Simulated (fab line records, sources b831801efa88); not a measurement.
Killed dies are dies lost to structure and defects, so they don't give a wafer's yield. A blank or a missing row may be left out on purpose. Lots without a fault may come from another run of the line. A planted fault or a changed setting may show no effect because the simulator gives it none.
Which tool did it? | flow gf180mcu | 14 lots, 42 wafers sampled, at 2 steps of a route of 602

WHAT THE GAUGES READ, wafer by wafer
GF_PSD_RS_MEAS_15: measures by four-point-probe. Usual: PSD_RS 108.53 ohm/sq, standard deviation 0.26.
lot  | measured     | on            | PSD_RS (ohm/sq)      | flag
L722 | day 14 04:44 | film_metro-01 | 108.67 108.91 108.63 |
L723 | day 14 13:50 | film_metro-01 | 108.58 108.19 108.35 |
L726 | day 16 11:09 | film_metro-01 | 108.63 108.25 109.02 |
L727 | day 17 00:46 | film_metro-04 | 108.47 108.16 108.38 |
L730 | day 18 01:15 | film_metro-01 | 109.05 108.66 108.87 |
L731 | day 18 07:19 | film_metro-04 | 108.22 108.27 108.61 |
L735 | day 19 07:20 | film_metro-04 | 108.07 108.37 108.16 |
L737 | day 20 04:32 | film_metro-02 | 108.71 108.43 108.65 |
L738 | day 20 05:31 | film_metro-01 | 108.92 109.02 108.60 |
L740 | day 21 00:50 | film_metro-04 | 108.29 108.76 108.42 |
L741 | day 21 11:04 | film_metro-01 | 108.82 108.24 108.30 |
L742 | day 21 13:25 | film_metro-04 | 108.63 108.79 108.53 |
L743 | day 21 22:30 | film_metro-01 | 108.87 108.84 108.87 |
L744 | day 22 06:32 | film_metro-02 | 108.77 108.73 108.82 |

GF_CONTACT_THK_MEAS_01. Usual: CONTACT_CVD_00_THK 300 nm, standard deviation 3.1.
lot  | measured     | on            | CONTACT_CVD_00_THK (nm) | flag
L722 | day 15 02:59 | film_metro-03 | 296 298 294             |
L723 | day 15 12:20 | film_metro-01 | 304 304 300             |
L726 | day 17 10:44 | film_metro-01 | 298 300 299             |
L727 | day 18 00:05 | film_metro-03 | 304 302 302             |
L730 | day 19 01:35 | film_metro-03 | 291 297 297             |
L731 | day 19 08:07 | film_metro-03 | 298 298 298             |
L735 | day 20 08:29 | film_metro-01 | 303 305 304             |
L737 | day 21 05:42 | film_metro-04 | 298 302 297             |
L738 | day 21 06:23 | film_metro-03 | 300 298 293             |
L740 | day 22 01:49 | film_metro-04 | 296 299 298             |
L741 | day 22 12:05 | film_metro-03 | 299 304 296             |
L742 | day 22 13:56 | film_metro-03 | 304 306 303             |
L743 | day 22 22:55 | film_metro-04 | 300 301 305             |
L744 | day 23 06:43 | film_metro-04 | 303 298 298             |

WHICH TOOL RAN EACH LOT (tool, then ch and the chambers of the sampled wafers, then the start)
The record holds no process step before these readings.

WHAT THE TOOLS THEMSELVES READ (means of the sampled wafers that have a number; where no wafer has one, the mark that the record gives instead)
The record holds no such reading with a usual standard deviation.

THE ANSWER, worked out from the rows above alone
Rule: a lot is off if the mean of its wafers that have a number lies more than 3 standard deviations from the usual mean. A lot without any number at a reading at which 4 lots or more have one is off too. The other lots that the step has rows for count as sound. The gauges are gone through in route order, then the tools' own readings, and for those a lot's mean is taken as printed above. The first step at which some lot is off is used, and at that step the reading that is off furthest; a lot without a number counts as furthest.
No lot is off at any reading shown: from this, nothing can be told.

WHAT THE SIMULATOR HAD PUT IN
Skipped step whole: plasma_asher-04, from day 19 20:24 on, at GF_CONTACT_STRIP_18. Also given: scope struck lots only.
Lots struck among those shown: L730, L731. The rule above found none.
